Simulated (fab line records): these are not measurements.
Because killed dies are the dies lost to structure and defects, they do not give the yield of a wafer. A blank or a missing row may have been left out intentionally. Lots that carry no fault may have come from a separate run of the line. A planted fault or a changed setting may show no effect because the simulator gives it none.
One fault seen from 2 desks | flow sky130 | numbers are kept per desk, each desk with only its own; the story behind them comes last

== METROLOGY DESK ==
What the gauges read for every lot (on any tool): the sampled wafers with a number, averaged. Any lot whose mean is over 4 standard deviations away from the usual mean is out of limits and marked OUT; that distance is given in the brackets.
Columns: A = LI_CONTACT_W_THK at SKY_LI_CONTACT_THK_MEAS_23, usual 400 nm; B = LOCAL_INTERCONNECT_TIN_THK at SKY_LOCAL_INTERCONNECT_THK_MEAS_02, usual 99.7 nm; C = CONTACT_CVD_00_THK at SKY_CONTACT_THK_MEAS_01, usual 75.2 nm
lot  | first seen here | A   | B     | C
L931 | day 30 06:04    | 409 | 98.4  | 76.1
L932 | day 30 21:34    | 403 | 100.8 | 76.2
L934 | day 31 21:50    | 396 | 99.7  | 75.8
L935 | day 32 02:03    | 405 | 99.2  | 73.8
L936 | day 32 09:45    | 404 | 100.3 | 75.4
L942 | day 34 09:20    | 395 | 101.4 | 75.3
L943 | day 34 20:03    | 399 | 99.4  | 75.1
L947 | day 36 09:57    | 398 | 99.0  | 74.4
L949 | day 36 19:53    | 397 | 98.8  | 74.9
L948 | day 36 21:02    | 389 | 98.4  | 71.7
L950 | day 37 03:23    | 392 | 99.6  | 71.7
Finding of this desk: none of the 11 lots has anything out of limits.

== THE TOOL OWNER'S DESK: pecvd-02 ==
The tool's own readings at SKY_CONTACT_CVD_00 (deposits Si3N4, target thk 75 nm): means of the sampled wafers that have a number, for each lot that ran on this tool. Any lot whose mean is over 4 standard deviations away from the usual mean is out of limits and marked OUT; that distance is given in the brackets.
Columns: A = heater power outer w at SKY_CONTACT_CVD_00, usual 387 W; B = heater power w at SKY_CONTACT_CVD_00, usual 667 W
lot  | first seen here | A   | B
L931 | day 31 12:05    | 443 | 775
L932 | day 32 03:38    | 408 | 707
L934 | day 33 03:50    | 412 | 707
L936 | day 33 15:28    | 328 | 571
L942 | day 35 14:57    | 353 | 620
L948 | day 38 03:31    | 382 | 672
L950 | day 38 09:18    | 408 | 689
Finding of this desk: none of the 7 lots has anything out of limits.

== BROUGHT TOGETHER ==
At the metrology desk, nothing out of limits was observed.
Nothing out of limits was seen by the tool owner's desk.

== WHAT THE SIMULATOR HAD INSERTED ==
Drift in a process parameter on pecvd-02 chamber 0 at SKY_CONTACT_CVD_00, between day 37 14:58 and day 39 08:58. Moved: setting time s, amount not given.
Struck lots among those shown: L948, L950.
